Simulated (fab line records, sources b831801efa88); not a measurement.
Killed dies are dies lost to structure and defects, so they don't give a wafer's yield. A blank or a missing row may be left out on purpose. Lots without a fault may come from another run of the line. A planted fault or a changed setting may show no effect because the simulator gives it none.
fab line records | flow sfq_line
record lots=5 wafers=15 last_day=82
route steps=325 shown M7@295 I7@296 M8@311
lots that met no fault: from a run of the same line without faults
start_h: hours from the record's first day to the start of the lot's first wafer shown | wait_h: hours since the lot's step before | " the same as in the row above | L1.1+2: a row that stands for several wafers | - no value, or no start given | * or withheld: withheld | < > ~ a bound
route shown NAME@n: a module of which the file shows steps, and the number in the route of the first | usual: mean/standard deviation of fault-free wafers | same: alike in all rows | chamber/n: place in a boat | sites: the reading at each site | _std_site: their standard deviation | _edge_site: outer sites' mean less inner sites' | radius_mm: how far each site lies from the wafer's centre | mask NAME#n: copy n | behind: the tool/chamber that last shaped the wafer | hold: why the lot was held/for how many hours/how that ended | device: the transistor (n, p or np) that didn't switch | end of line: the same wafers' tests at the end of the route | a step without rows: its recipe alone | killed: dies lost to structure and defects at the first sort, not the wafer's yield | map: a wafer's dies, x killed, . not, _ none there
set.NAME: the setting as run; set.NAME@STEP: as run at that earlier step | model.NAME: the simulator's own value behind a step, which no gauge read
lots at some steps of the route; a table a step, a row a wafer
services: from which hour (start_h, from the record's first day; less than 0 if before it) a tool's chamber was out of use, for how many hours, and why
## steps
# step SFQ_TRILAYER_M7_STRIP_SOLV_CLEAN_182
# recipe chemistry=NMP temp_c=70 time_s=600
# usual bath_guard_temp_C=70.0/0.57
# columns lot.wafer tool chamber start_h wait_h bath_guard_temp_C
L081.2 wet_bench-03 0 1746.27 0.4 70.1
L081.3 " 6 " " 69.2
L081.6 " 1 " " 70.0
L082.1 wet_bench-02 3 1777.78 0.4 69.5
L082.3 " 2 " " 71.0
L082.4 " 4 " " 70.7
L086.2 wet_bench-01 5 1804.12 0.4 70.3
L086.3 " 6 " " 69.4
L086.4 " 0 " " 69.6
L090.3 wet_bench-02 5 1820.92 0.2 69.7
L090.4 " 4 " " 70.6
L090.6 " 2 " " 70.7
L093.2 wet_bench-03 3 1866.52 0.4 70.6
L093.3 " 0 " " 70.0
L093.5 " 5 " " 69.5
# step SFQ_TRILAYER_I7_DEP_PECVD_183
# recipe material=SiO2 temp_c=150 time_s=111.11 pressure_torr=2.4 rf_w=183.3 precursor=SiH4/N2O target_thk_nm=500
# usual heater_power_w=81/15 throttle_valve_pct=24.9/2.1
# columns lot.wafer tool chamber start_h wait_h heater_power_w throttle_valve_pct
L081.2 pecvd-01 0 1746.45 0.0 65 26.8
L081.3 " 1 " " 115 28.8
L081.6 " 2 " " 78 26.0
L082.1 pecvd-02 2 1777.95 0.0 73 24.1
L082.3 " 0 " " 82 24.9
L082.4 " 0 " " 80 24.7
L086.2 pecvd-02 2 1804.29 0.0 76 23.9
L086.3 " 0 " " 81 25.1
L086.4 " 0 " " 80 24.6
L090.3 pecvd-01 0 1821.09 0.0 68 26.8
L090.4 " 2 " " 77 25.9
L090.6 " 0 " " 71 26.4
L093.2 pecvd-02 2 1866.71 0.0 63 24.5
L093.3 " 0 " " 72 24.9
L093.5 " 1 " " 92 23.2
# step SFQ_TRILAYER_I7_CMP_CMP_184
# recipe material=SiO2 down_force_psi=3 platen_rpm=60 pad_velocity_m_s=0.94248
# usual motor_current_A=9.4/0.86 platen_rpm=60.00/0.044 time_to_endpoint_s=214/8.6
# columns lot.wafer tool chamber start_h wait_h motor_current_A platen_rpm time_to_endpoint_s
L081.3 cmp-01 0 1748.69 2.2 10.0 60.04 216
L081.2 " 1 " " 8.6 59.94 221
L081.6 " 2 " " 10.1 59.93 224
L082.4 cmp-01 2 1778.53 0.5 10.1 60.05 214
L082.1 " 3 " " 10.6 60.03 229
L082.3 " 0 " " 10.2 60.05 209
L086.4 cmp-02 0 1804.37 0.0 8.4 59.99 221
L086.3 " 1 " " 10.0 60.03 209
L086.2 " 2 " " 8.5 60.02 220
L090.3 cmp-02 1 1827.53 6.4 9.8 60.04 223
L090.4 " 0 1829.03 7.9 9.0 59.99 221
L090.6 " 1 " " 10.4 60.01 221
L093.2 cmp-01 1 1867.54 0.8 8.4 60.00 207
L093.3 " 2 " " 10.1 60.06 199
L093.5 " 1 1869.54 2.8 8.7 59.97 208
# step SFQ_I7_BOW_MEAS_946
# recipe mode=bow
# usual I7_BOW=9/13
# columns lot.wafer tool chamber start_h wait_h I7_BOW[um]
L081.2 film_metro-03 - 1750.71 1.0 -12
L081.3 " - " " -5
L081.6 " - " " -3
L082.1 film_metro-01 - 1781.03 1.5 23
L082.3 " - " " 11
L082.4 " - " " 12
L086.2 film_metro-03 - 1807.39 1.5 17
L086.3 " - " " 22
L086.4 " - " " 12
L090.3 film_metro-02 - 1830.57 2.5 -13
L090.4 " - " " -9
L090.6 " - " " -8
L093.2 film_metro-01 - 1870.56 2.5 32
L093.3 " - " " 31
L093.5 " - " " 29
# step SFQ_TRILAYER_I7_METRO_MEASURE_185
# usual thk_nm=199.6/1.3
# columns lot.wafer tool chamber start_h wait_h thk_nm
L081.2 film_metro-03 - 1751.01 0.3 201.2
L081.3 " - " " 202.1
L081.6 " - " " 199.3
L082.1 film_metro-01 - 1781.15 0.1 201.1
L082.3 " - " " 200.0
L082.4 " - " " 200.1
L086.2 film_metro-03 - 1807.69 0.3 199.4
L086.3 " - " " 200.2
L086.4 " - " " 199.7
L090.3 film_metro-02 - 1831.05 0.5 202.4
L090.4 " - " " 203.6
L090.6 " - " " 202.8
L093.2 film_metro-01 - 1870.86 0.3 198.8
L093.3 " - " " 199.4
L093.5 " - " " 197.7
# step SFQ_TRILAYER_I7_VIA_LITHO_COAT_192
# recipe resist=BARC spin_rpm=3000 resist_thk_nm=62
# usual chill_plate_temp_C=23.00/0.11 resist_line_temp_C=23.02/0.12
# columns lot.wafer tool chamber start_h wait_h chill_plate_temp_C resist_line_temp_C
L081.2 litho_track-01 0 1752.06 0.8 23.12 22.96
L081.3 " 0 " " 23.13 23.14
L081.6 " 0 " " 23.15 22.97
L082.1 litho_track-02 0 1782.35 1.0 22.93 22.93
L082.3 " 0 " " 23.11 22.90
L082.4 " 0 " " 23.05 23.13
L086.2 litho_track-03 0 1808.74 0.8 22.89 23.09
L086.3 " 0 " " 22.88 23.15
L086.4 " 0 " " 22.93 23.09
L090.3 litho_track-02 0 1831.95 0.7 23.23 23.13
L090.4 " 0 " " 23.05 23.29
L090.6 " 0 " " 23.20 23.14
L093.2 litho_track-03 0 1871.91 0.8 22.81 22.91
L093.3 " 0 " " 22.91 22.96
L093.5 " 0 " " 22.86 22.90
# step SFQ_TRILAYER_I7_VIA_LITHO_COAT_187
# recipe resist=KrF spin_rpm=3000 resist_thk_nm=650
# usual chill_plate_temp_C=23.00/0.098 resist_line_temp_C=23.00/0.11
# columns lot.wafer tool chamber start_h wait_h chill_plate_temp_C resist_line_temp_C
L081.2 litho_track-01 0 1752.36 0.2 22.96 23.04
L081.3 " 0 " " 23.12 23.07
L081.6 " 0 " " 22.86 23.00
L082.1 litho_track-02 0 1782.65 0.2 23.11 22.96
L082.3 " 0 " " 23.03 22.94
L082.4 " 0 " " 23.13 22.98
L086.2 litho_track-03 0 1809.04 0.2 23.10 22.94
L086.3 " 0 " " 23.06 22.87
L086.4 " 0 " " 23.25 23.03
L090.3 litho_track-02 0 1832.25 0.2 23.03 22.96
L090.4 " 0 " " 22.93 23.01
L090.6 " 0 " " 23.01 22.87
L093.2 litho_track-03 0 1872.21 0.2 22.76 23.04
L093.3 " 0 " " 22.82 23.05
L093.5 " 0 " " 23.07 23.13
# step SFQ_TRILAYER_I7_VIA_LITHO_SOFTBAKE_191
# recipe temp_c=withheld time_s=withheld resist=KrF
# usual chill_plate_temp_C=* resist_line_temp_C=*
# columns lot.wafer tool chamber start_h wait_h chill_plate_temp_C resist_line_temp_C
L081.2 litho_track-01 0 1752.63 0.2 * *
L081.3 " 0 " " * *
L081.6 " 0 " " * *
L082.1 litho_track-02 0 1782.95 0.2 * *
L082.3 " 0 " " * *
L082.4 " 0 " " * *
L086.2 litho_track-03 0 1809.32 0.2 * *
L086.3 " 0 " " * *
L086.4 " 0 " " * *
L090.3 litho_track-02 0 1832.50 0.2 * *
L090.4 " 0 " " * *
L090.6 " 0 " " * *
L093.2 litho_track-03 0 1872.48 0.2 * *
L093.3 " 0 " " * *
L093.5 " 0 " " * *
# step SFQ_TRILAYER_I7_VIA_LITHO_EXPOSE_188
# recipe mask_id=I7 na=0.6 source_shape=conventional sigma_outer=0.65 target_cd_nm=1000 dose_mj=21.3
# usual stage_vel_mm_s=500.01/0.25
# columns lot.wafer tool chamber start_h wait_h mask stage_vel_mm_s
L081.2 krf_scanner-01 0 1753.06 - I7#0 500.04
L081.3 " 0 " " I7#0 499.65
L081.6 " 0 " " I7#0 499.67
L082.1 krf_scanner-01 0 1869.08 - I7#0 499.98
L082.3 " 0 " " I7#0 499.72
L082.4 " 0 " " I7#0 500.01
L086.2 krf_scanner-02 0 1894.61 - I7#0 499.92
L086.3 " 0 " " I7#0 499.84
L086.4 " 0 " " I7#0 499.87
L090.3 krf_scanner-02 0 1912.81 - I7#0 500.12
L090.4 " 0 " " I7#0 499.95
L090.6 " 0 " " I7#0 499.86
L093.2 krf_scanner-02 0 1953.57 - I7#0 500.38
L093.3 " 0 " " I7#0 500.16
L093.5 " 0 " " I7#0 500.29
# step SFQ_TRILAYER_I7_VIA_LITHO_PEB_190
# recipe peb_temp_c=115 peb_time_s=60 resist=KrF
# usual chill_plate_temp_C=22.97/0.11 heater_power_total_W=79.15/0.07 resist_line_temp_C=23.01/0.097
# columns lot.wafer tool chamber start_h wait_h chill_plate_temp_C heater_power_total_W resist_line_temp_C
L081.2 litho_track-02 0 1754.08 0.8 23.01 79.22 22.90
L081.3 " 0 " " 22.95 79.11 23.04
L081.6 " 0 " " 22.93 79.29 22.97
L082.1 litho_track-01 0 1870.28 1.0 23.06 79.13 23.01
L082.3 " 0 " " 23.17 79.16 23.04
L082.4 " 0 " " 23.14 79.16 22.99
L086.2 litho_track-01 0 1895.63 0.8 23.00 79.06 23.09
L086.3 " 0 " " 22.82 79.13 23.05
L086.4 " 0 " " 22.93 79.28 23.18
L090.3 litho_track-01 0 1913.66 0.7 23.12 79.17 22.92
L090.4 " 0 " " 23.03 79.11 22.90
L090.6 " 0 " " 22.92 79.15 22.91
L093.2 litho_track-02 0 1954.60 0.8 23.11 79.06 22.90
L093.3 " 0 " " 23.04 79.28 22.92
L093.5 " 0 " " 23.11 79.12 22.90
# step SFQ_TRILAYER_I7_VIA_LITHO_DEVELOP_189
# recipe time_s=60 resist=KrF
# usual chill_plate_temp_C=23.02/0.1 resist_line_temp_C=22.98/0.1
# columns lot.wafer tool chamber start_h wait_h chill_plate_temp_C resist_line_temp_C
L081.2 litho_track-02 0 1754.23 0.1 22.91 23.02
L081.3 " 0 " " 22.86 22.94
L081.6 " 0 " " 22.92 22.97
L082.1 litho_track-01 0 1870.43 0.1 23.09 22.93
L082.3 " 0 " " 22.90 22.87
L082.4 " 0 " " 22.90 23.00
L086.2 litho_track-01 0 1895.78 0.1 23.17 23.05
L086.3 " 0 " " 23.25 22.93
L086.4 " 0 " " 23.19 22.91
L090.3 litho_track-01 0 1913.81 0.1 22.98 23.06
L090.4 " 0 " " 22.88 23.10
L090.6 " 0 " " 23.07 23.24
L093.2 litho_track-02 0 1954.75 0.1 23.04 22.94
L093.3 " 0 " " 22.86 22.98
L093.5 " 0 " " 23.08 22.86
# step SFQ_I7_OVL_MEAS_947
# usual I7_OVL=-1/5.2
# columns lot.wafer tool chamber start_h wait_h I7_OVL[nm]
L081.2 overlay-01 - 1754.36 0.1 -2
L081.3 " - " " 6
L081.6 " - " " -1
L082.1 overlay-02 - 1870.58 0.1 -3
L082.3 " - " " -6
L082.4 " - " " -7
L086.2 overlay-01 - 1895.91 0.1 -2
L086.3 " - " " -1
L086.4 " - " " -6
L090.3 overlay-01 - 1913.92 0.1 5
L090.4 " - " " 8
L090.6 " - " " 3
L093.2 overlay-01 - 1954.88 0.1 -5
L093.3 " - " " 1
L093.5 " - " " 2
# step SFQ_TRILAYER_I7_VIA_BARC_OPEN_VIA_ETCH_260
# recipe mask_material=PR chemistry=O2 target_depth_nm=125 target=BARC source_w=500 bias_w=80 pressure_mtorr=30 time_s=41.7
# usual drypump_motor_current_A=5.6/0.5 oes_product_au=0.684/0.0042
# columns lot.wafer tool chamber start_h wait_h drypump_motor_current_A oes_product_au rf_hours_counter_h
L081.2 rie_diel-03 0 1754.39 0.0 5.3 0.687 2
L081.3 " 1 " " 6.8 0.685 22
L081.6 " 3 " " 5.3 0.676 -
L082.1 rie_diel-04 1 1870.62 0.0 6.0 0.689 10
L082.3 " 1 " " 6.0 0.686 -
L082.4 " 3 " " 5.6 0.684 -
L086.2 rie_diel-02 3 1895.94 0.0 6.0 0.673 13
L086.3 " 2 " " 5.0 0.684 19
L086.4 " 3 " " 6.0 0.684 -
L090.3 rie_diel-02 3 1913.94 0.0 6.0 0.678 13
L090.4 " 2 " " 5.0 0.685 19
L090.6 " 0 " " 5.7 0.691 -
L093.2 rie_diel-02 2 1954.91 0.0 5.0 0.683 20
L093.3 " 3 " " 6.0 0.685 14
L093.5 " 1 " " 5.1 0.691 -
# step SFQ_TRILAYER_I7_VIA_ETCH_VIA_ETCH_190
# recipe target=SiO2 stop_on=Nb mask_material=PR taper_deg=20 chemistry=CHF3 target_depth_nm=260 source_w=500 bias_w=80 pressure_mtorr=30 time_s=withheld
# usual drypump_motor_current_A=5.6/0.49 oes_product_au=0.854/0.0051
# columns lot.wafer tool chamber start_h wait_h drypump_motor_current_A oes_product_au
L081.2 rie_diel-03 0 1754.43 0.0 5.3 0.860
L081.3 " 1 " " 6.7 0.852
L081.6 " 3 " " 5.2 0.852
L082.1 rie_diel-04 1 1870.68 0.0 6.0 0.854
L082.3 " 1 " " 6.0 0.848
L082.4 " 3 " " 5.6 0.848
L086.2 rie_diel-02 3 1895.98 0.0 6.0 0.850
L086.3 " 2 " " 5.1 0.859
L086.4 " 3 " " 6.0 0.851
L090.3 rie_diel-02 3 1913.98 0.0 6.0 0.858
L090.4 " 2 " " 5.1 0.858
L090.6 " 0 " " 5.7 0.860
L093.2 rie_diel-02 2 1954.95 0.0 5.1 0.850
L093.3 " 3 " " 6.0 0.855
L093.5 " 1 " " 5.1 0.858
# step SFQ_TRILAYER_I7_VIA_STRIP_STRIP_191
# recipe gas=O2 power_w=200 platen_temp_c=40 overash_fraction=0.65 chemistry=O2 pressure_mtorr=50
# usual drypump_motor_current_A=5.47/0.3 oes_product_au=0.999/0.015
# columns lot.wafer tool chamber start_h wait_h drypump_motor_current_A oes_product_au rf_hours_counter_h
L081.2 rie_metal-04 1 1754.55 - 5.18 1.014 103
L081.3 " 0 " " 5.49 1.005 -
L081.6 " 0 " " 5.50 0.994 -
L082.1 rie_metal-04 1 1870.85 - 5.22 1.013 117
L082.3 " 0 " " 5.51 0.993 -
L082.4 " 1 " " 5.21 1.016 -
L086.2 rie_metal-03 0 1896.10 - 5.02 1.031 112
L086.3 " 0 " " 5.01 1.026 -
L086.4 " 1 " " 5.65 0.992 -
L090.3 rie_metal-04 1 1914.30 - 5.19 1.002 -
L090.4 " 0 " " 5.50 0.994 -
L090.6 " 1 " " 5.19 1.005 -
L093.2 rie_metal-03 1 1955.06 - 5.69 0.974 105
L093.3 " 0 " " 5.02 0.998 -
L093.5 " 1 " " 5.68 0.982 -
# step SFQ_TRILAYER_I7_VIA_STRIP_SOLV_CLEAN_192
# recipe chemistry=NMP temp_c=70 time_s=600
# usual bath_guard_temp_C=70.0/0.57
# columns lot.wafer tool chamber start_h wait_h bath_guard_temp_C
L081.2 wet_bench-03 5 1755.15 0.4 69.6
L081.3 " 3 " " 70.8
L081.6 " 4 " " 69.6
L082.1 wet_bench-04 5 1871.45 0.4 70.2
L082.3 " 6 " " 70.2
L082.4 " 7 " " 69.8
L086.2 wet_bench-02 3 1896.70 0.4 70.0
L086.3 " 7 " " 69.7
L086.4 " 4 " " 70.8
L090.3 wet_bench-02 7 1914.70 0.2 69.4
L090.4 " 2 " " 70.7
L090.6 " 6 " " 69.7
L093.2 wet_bench-02 7 1955.66 0.4 69.4
L093.3 " 6 " " 69.8
L093.5 " 3 " " 70.0
# step SFQ_TRILAYER_M8_LITHO_LOR_COAT_197
# recipe resist=lift-off spin_rpm=3000
# usual chill_plate_temp_C=23.01/0.12 resist_line_temp_C=23.00/0.099
# columns lot.wafer tool chamber start_h wait_h chill_plate_temp_C resist_line_temp_C
L081.2 litho_track-04 0 1755.37 0.1 22.88 22.87
L081.3 " 0 " " 23.06 22.79
L081.6 " 0 " " 22.93 23.13
L082.1 litho_track-02 0 1871.62 0.0 23.15 23.08
L082.3 " 0 " " 23.06 23.14
L082.4 " 0 " " 23.33 22.98
L086.2 litho_track-04 0 1896.92 0.1 23.04 23.10
L086.3 " 0 " " 22.91 23.01
L086.4 " 0 " " 22.88 23.07
L090.3 litho_track-03 0 1914.97 0.1 23.23 22.97
L090.4 " 0 " " 22.90 22.92
L090.6 " 0 " " 22.92 23.05
L093.2 litho_track-04 0 1955.88 0.1 23.03 22.89
L093.3 " 0 " " 23.10 22.88
L093.5 " 0 " " 23.30 22.93
# step SFQ_TRILAYER_M8_LITHO_LOR_BAKE_198
# recipe resist=lift-off temp_c=withheld time_s=withheld
# usual chill_plate_temp_C=* resist_line_temp_C=*
# columns lot.wafer tool chamber start_h wait_h chill_plate_temp_C resist_line_temp_C
L081.2 litho_track-04 0 1755.71 0.3 * *
L081.3 " 0 " " * *
L081.6 " 0 " " * *
L082.1 litho_track-02 0 1871.92 0.2 * *
L082.3 " 0 " " * *
L082.4 " 0 " " * *
L086.2 litho_track-04 0 1897.26 0.3 * *
L086.3 " 0 " " * *
L086.4 " 0 " " * *
L090.3 litho_track-03 0 1915.35 0.3 * *
L090.4 " 0 " " * *
L090.6 " 0 " " * *
L093.2 litho_track-04 0 1956.23 0.3 * *
L093.3 " 0 " " * *
L093.5 " 0 " " * *
# step SFQ_TRILAYER_M8_LITHO_COAT_193
# recipe resist=KrF spin_rpm=3000 resist_thk_nm=600
# usual chill_plate_temp_C=22.97/0.1 resist_line_temp_C=23.00/0.099
# columns lot.wafer tool chamber start_h wait_h chill_plate_temp_C resist_line_temp_C
L081.2 litho_track-04 0 - - 22.87 22.94
L081.3 " 0 " " 23.07 22.99
L081.6 " 0 " " 22.99 22.95
L082.1 litho_track-02 0 - - 23.09 23.01
L082.3 " 0 " " 22.95 23.01
L082.4 " 0 " " 23.08 22.89
L086.2 litho_track-04 0 - - 23.01 23.00
L086.3 " 0 " " 22.97 22.95
L086.4 " 0 " " 22.96 22.98
L090.3 litho_track-03 0 - - 22.94 23.02
L090.4 " 0 " " 22.88 22.92
L090.6 " 0 " " 22.89 22.89
L093.2 litho_track-04 0 - - 23.07 23.16
L093.3 " 0 " " 22.85 23.02
L093.5 " 0 " " 22.99 23.02
# step SFQ_TRILAYER_M8_LITHO_SOFTBAKE_199
# recipe temp_c=withheld time_s=withheld resist=KrF
# usual chill_plate_temp_C=* resist_line_temp_C=*
# columns lot.wafer tool chamber start_h wait_h chill_plate_temp_C resist_line_temp_C
L081.2 litho_track-04 0 - - * *
L081.3 " 0 " " * *
L081.6 " 0 " " * *
L082.1 litho_track-02 0 - - * *
L082.3 " 0 " " * *
L082.4 " 0 " " * *
L086.2 litho_track-04 0 - - * *
L086.3 " 0 " " * *
L086.4 " 0 " " * *
L090.3 litho_track-03 0 - - * *
L090.4 " 0 " " * *
L090.6 " 0 " " * *
L093.2 litho_track-04 0 - - * *
L093.3 " 0 " " * *
L093.5 " 0 " " * *
# step SFQ_TRILAYER_M8_LITHO_EXPOSE_194
# recipe mask_id=M8 na=0.6 source_shape=conventional sigma_outer=0.65 target_cd_nm=2000 dose_mj=14.4
# usual stage_vel_mm_s=499.97/0.24
# columns lot.wafer tool chamber start_h wait_h mask stage_vel_mm_s
L081.2 krf_scanner-01 0 1846.48 - M8#0 500.02
L081.3 " 0 " " M8#0 499.99
L081.6 " 0 " " M8#0 499.99
L082.1 krf_scanner-01 0 1873.43 - M8#0 499.69
L082.3 " 0 " " M8#0 499.72
L082.4 " 0 " " M8#0 499.45
L086.2 krf_scanner-01 0 1899.35 - M8#0 500.05
L086.3 " 0 " " M8#0 500.39
L086.4 " 0 " " M8#0 499.47
L090.3 krf_scanner-01 0 1928.35 - M8#0 500.02
L090.4 " 0 " " M8#0 499.84
L090.6 " 0 " " M8#0 500.11
L093.2 krf_scanner-02 0 1973.52 - M8#0 500.18
L093.3 " 0 " " M8#0 500.15
L093.5 " 0 " " M8#0 500.15
# step SFQ_TRILAYER_M8_LITHO_PEB_196
# recipe peb_temp_c=115 peb_time_s=60 resist=KrF
# usual chill_plate_temp_C=23.02/0.1 heater_power_total_W=79.15/0.069 resist_line_temp_C=23.00/0.1
# columns lot.wafer tool chamber start_h wait_h chill_plate_temp_C heater_power_total_W resist_line_temp_C
L081.2 litho_track-02 0 1847.51 0.8 23.14 79.22 22.79
L081.3 " 0 " " 23.08 79.29 22.77
L081.6 " 0 " " 23.13 79.19 22.91
L082.1 litho_track-03 0 1874.63 1.0 22.93 79.08 22.97
L082.3 " 0 " " 23.07 79.16 23.03
L082.4 " 0 " " 23.22 79.14 23.06
L086.2 litho_track-02 0 1900.37 0.8 23.05 79.09 22.95
L086.3 " 0 " " 22.92 79.08 23.21
L086.4 " 0 " " 22.89 78.98 23.05
L090.3 litho_track-04 0 1929.20 0.7 23.07 79.19 23.08
L090.4 " 0 " " 23.12 79.10 22.92
L090.6 " 0 " " 23.07 79.09 22.87
L093.2 litho_track-04 0 1974.55 0.8 23.22 79.03 23.03
L093.3 " 0 " " 23.18 79.15 23.09
L093.5 " 0 " " 23.32 79.21 23.02
# step SFQ_TRILAYER_M8_LITHO_DEVELOP_195
# recipe img_clear_s=15 time_s=55 resist=KrF
# usual chill_plate_temp_C=23.00/0.099 resist_line_temp_C=22.97/0.1
# columns lot.wafer tool chamber start_h wait_h chill_plate_temp_C resist_line_temp_C
L081.2 litho_track-02 0 1847.66 0.1 23.10 22.82
L081.3 " 0 " " 23.12 23.04
L081.6 " 0 " " 23.15 22.92
L082.1 litho_track-03 0 1874.78 0.1 22.87 23.02
L082.3 " 0 " " 22.96 22.80
L082.4 " 0 " " 23.10 22.94
L086.2 litho_track-02 0 1900.52 0.1 23.08 23.03
L086.3 " 0 " " 23.01 22.96
L086.4 " 0 " " 22.90 23.01
L090.3 litho_track-04 0 1929.34 0.1 22.87 22.87
L090.4 " 0 " " 22.89 22.92
L090.6 " 0 " " 23.08 23.06
L093.2 litho_track-04 0 1974.69 0.1 23.03 22.79
L093.3 " 0 " " 23.04 22.81
L093.5 " 0 " " 22.94 22.75
# step SFQ_M8_OVL_MEAS_948
# usual M8_OVL=-1/5.1
# columns lot.wafer tool chamber start_h wait_h M8_OVL[nm]
L081.2 overlay-02 - 1847.78 0.1 7
L081.3 " - " " 2
L081.6 " - " " 8
L082.1 overlay-01 - 1874.92 0.1 1
L082.3 " - " " 2
L082.4 " - " " 2
L086.2 overlay-02 - 1900.64 0.1 7
L086.3 " - " " 5
L086.4 " - " " -1
L090.3 overlay-02 - 1929.45 0.1 -5
L090.4 " - " " -2
L090.6 " - " " -7
L093.2 overlay-01 - 1974.82 0.1 1
L093.3 " - " " 5
L093.5 " - " " -1
# step SFQ_TRILAYER_M8_DEP_EVAP_197
# recipe material=Ti angular_spread_deg=1 target_thk_nm=20 time_s=100 power_w=2000
# columns lot.wafer tool chamber start_h wait_h
L081.2+3+6 pvd_sputter-01 - 1847.81 0.0
L082.1+3+4 pvd_sputter-02 - 1874.96 0.0
L086.2+3+4 pvd_sputter-02 - 1900.67 0.0
L090.3+4+6 pvd_sputter-02 - 1929.47 0.0
L093.2+3+5 pvd_sputter-01 - 1974.85 0.0
# step SFQ_TRILAYER_M8_DEP_EVAP_198
# recipe material=Pt angular_spread_deg=1 target_thk_nm=50 time_s=250 power_w=2000
# columns lot.wafer tool chamber start_h wait_h
L081.2+3+6 pvd_sputter-01 - 1847.88 0.0
L082.1+3+4 pvd_sputter-02 - 1875.03 0.0
L086.2+3+4 pvd_sputter-02 - 1900.75 0.0
L090.3+4+6 pvd_sputter-02 - 1929.55 0.0
L093.2+3+5 pvd_sputter-01 - 1974.92 0.0
# step SFQ_TRILAYER_M8_DEP_EVAP_196
# recipe material=Au angular_spread_deg=1 target_thk_nm=180 time_s=900 power_w=2000
# columns lot.wafer tool chamber start_h wait_h
L081.2+3+6 pvd_sputter-01 - 1848.04 0.1
L082.1+3+4 pvd_sputter-02 - 1875.19 0.1
L086.2+3+4 pvd_sputter-02 - 1900.90 0.1
L090.3+4+6 pvd_sputter-02 - 1929.70 0.1
L093.2+3+5 pvd_sputter-01 - 1975.08 0.1
# step SFQ_M8_RS_MEAS_949
# recipe thk_meas_gauge=four-point-probe reads=Au_of_TRILAYER_M8_DEP_EVAP_196+Pt_of_TRILAYER_M8_DEP_EVAP_198+Ti_of_TRILAYER_M8_DEP_EVAP_197
# usual M8_AU_RS=0.1545/0.0026
# columns lot.wafer tool chamber start_h wait_h M8_AU_RS[ohm/sq]
L081.2 film_metro-04 - 1848.57 0.3 0.1552
L081.3 " - " " 0.1599
L081.6 " - " " 0.1580
L082.1 film_metro-04 - 1875.70 0.3 0.1554
L082.3 " - " " 0.1537
L082.4 " - " " 0.1594
L086.2 film_metro-04 - 1901.44 0.3 0.1564
L086.3 " - " " 0.1558
L086.4 " - " " 0.1528
L090.3 film_metro-04 - 1930.26 0.3 0.1524
L090.4 " - " " 0.1568
L090.6 " - " " 0.1549
L093.2 film_metro-01 - 1975.61 0.3 0.1531
L093.3 " - " " 0.1544
L093.5 " - " " 0.1543
# step SFQ_M8_THK_MEAS_950
# recipe thk_meas_gauge=xrf reads=Au_of_TRILAYER_M8_DEP_EVAP_196
# usual M8_AU_THK=181/3.3
# columns lot.wafer tool chamber start_h wait_h M8_AU_THK[nm]
L081.2 film_metro-04 - 1848.68 0.1 180
L081.3 " - " " 175
L081.6 " - " " 176
L082.1 film_metro-04 - 1875.82 0.1 180
L082.3 " - " " 182
L082.4 " - " " 176
L086.2 film_metro-04 - 1901.55 0.1 178
L086.3 " - " " 180
L086.4 " - " " 184
L090.3 film_metro-04 - 1930.36 0.1 182
L090.4 " - " " 177
L090.6 " - " " 180
L093.2 film_metro-01 - 1975.72 0.1 182
L093.3 " - " " 180
L093.5 " - " " 181
# step SFQ_TRILAYER_M8_LIFTOFF_LIFTOFF_197
# recipe temp_c=80 time_s=600 chemistry=NMP
# usual bath_guard_temp_C=79.9/0.62
# columns lot.wafer tool chamber start_h wait_h bath_guard_temp_C
L081.2 wet_bench-04 2 1848.73 0.0 80.5
L081.3 " 6 " " 79.9
L081.6 " 4 " " 79.8
L082.1 wet_bench-02 5 1875.88 0.1 79.9
L082.3 " 6 " " 79.6
L082.4 " 0 " " 79.3
L086.2 wet_bench-01 4 1901.60 0.0 80.2
L086.3 " 5 " " 80.4
L086.4 " 6 " " 79.3
L090.3 wet_bench-04 1 1930.40 0.0 81.2
L090.4 " 6 " " 80.1
L090.6 " 5 " " 80.3
L093.2 wet_bench-01 3 1975.77 0.0 80.8
L093.3 " 1 " " 80.9
L093.5 " 4 " " 79.9
# step SFQ_M8_BOW_MEAS_951
# recipe mode=bow
# usual M8_BOW=10/13
# columns lot.wafer tool chamber start_h wait_h M8_BOW[um]
L081.2 film_metro-01 - 1848.93 0.0 -12
L081.3 " - " " -4
L081.6 " - " " -3
L082.1 film_metro-01 - 1876.23 0.0 23
L082.3 " - " " 13
L082.4 " - " " 14
L086.2 film_metro-04 - 1901.79 0.0 18
L086.3 " - " " 24
L086.4 " - " " 11
L090.3 film_metro-03 - 1930.63 0.0 -11
L090.4 " - " " -7
L090.6 " - " " -6
L093.2 film_metro-03 - 1975.97 0.0 33
L093.3 " - " " 33
L093.5 " - " " 31
## services
# columns tool chamber start_h hours kind
krf_scanner-02 - 1722.31 4.4 pm
krf_scanner-02 - 1733.87 7.2 pm
krf_scanner-01 - 1744.04 4.0 pm
rie_diel-02 3 1750.57 1.3 repair
krf_scanner-02 - 1759.55 1.0 pm
krf_scanner-01 - 1765.73 1.3 pm
pvd_sputter-02 - 1773.23 2.1 repair
rie_diel-02 0 1773.75 3.8 repair
krf_scanner-02 - 1774.16 1.3 pm
pvd_sputter-02 - 1774.48 1.6 repair
pvd_sputter-01 - 1795.29 1.3 repair
rie_diel-02 1 1795.34 3.3 repair
krf_scanner-02 - 1804.35 0.8 pm
pvd_sputter-02 - 1835.80 3.2 repair
krf_scanner-01 - 1882.65 1.0 pm
rie_diel-02 1 1892.27 9.6 repair
rie_diel-02 2 1917.91 9.2 repair
rie_diel-02 0 1920.93 4.0 repair
krf_scanner-02 - 1929.21 1.0 pm
krf_scanner-01 - 1932.75 0.8 pm
krf_scanner-01 - 1941.90 1.3 pm
krf_scanner-02 - 1950.87 1.3 pm
pvd_sputter-02 - 1955.54 1.2 repair
rie_diel-02 - 1964.42 0.7 repair
## key
fault none
